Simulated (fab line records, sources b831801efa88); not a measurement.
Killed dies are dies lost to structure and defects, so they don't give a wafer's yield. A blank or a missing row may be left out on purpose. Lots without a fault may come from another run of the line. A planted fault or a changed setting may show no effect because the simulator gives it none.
One fault seen from 2 desks | flow sky130 | each desk has only its own numbers; what lay behind them comes last

THE TOOL OWNER'S DESK: cmp-01
The tool's own readings at SKY_VIA4_CMP_02 (polishes SiO2): means of the sampled wafers that have a number, for each lot that ran on this tool. A lot is out of limits, marked OUT, if its mean lies more than 4 standard deviations from the usual mean; the brackets give that distance.
Columns: A = motor_current_A at SKY_VIA4_CMP_02, usual 12.1 A
lot  | first seen here | A
L945 | day 43 00:10    | 12.1
L948 | day 43 19:13    | 11.7
L950 | day 44 08:13    | 12.0
L953 | day 45 08:57    | 11.6
L960 | day 47 01:52    | 11.7
This desk's finding: nothing out of limits on any of the 5 lots.

THE METROLOGY DESK
What the gauges read, lot by lot, whatever tool the lot ran on: means of the sampled wafers that have a number. A lot is out of limits, marked OUT, if its mean lies more than 4 standard deviations from the usual mean; the brackets give that distance.
Columns: A = CAP2M_TIN_THK at SKY_CAP2M_THK_MEAS_04, usual 199.1 nm
lot  | first seen here | A
L942 | day 40 05:48    | 199.4
L945 | day 40 23:43    | 203.2
L944 | day 41 01:23    | 198.0
L948 | day 41 19:30    | 195.9
L949 | day 42 01:16    | 196.6
L950 | day 42 08:51    | 195.1
L952 | day 43 03:01    | 197.5
L953 | day 43 09:08    | 197.3
L954 | day 43 18:22    | 198.6
L960 | day 45 06:08    | 200.6
L961 | day 45 10:14    | 202.3
This desk's finding: nothing out of limits on any of the 11 lots.

PUT TOGETHER
The tool owner's desk saw nothing out of limits.
The metrology desk saw nothing out of limits.

WHAT THE SIMULATOR HAD PUT IN
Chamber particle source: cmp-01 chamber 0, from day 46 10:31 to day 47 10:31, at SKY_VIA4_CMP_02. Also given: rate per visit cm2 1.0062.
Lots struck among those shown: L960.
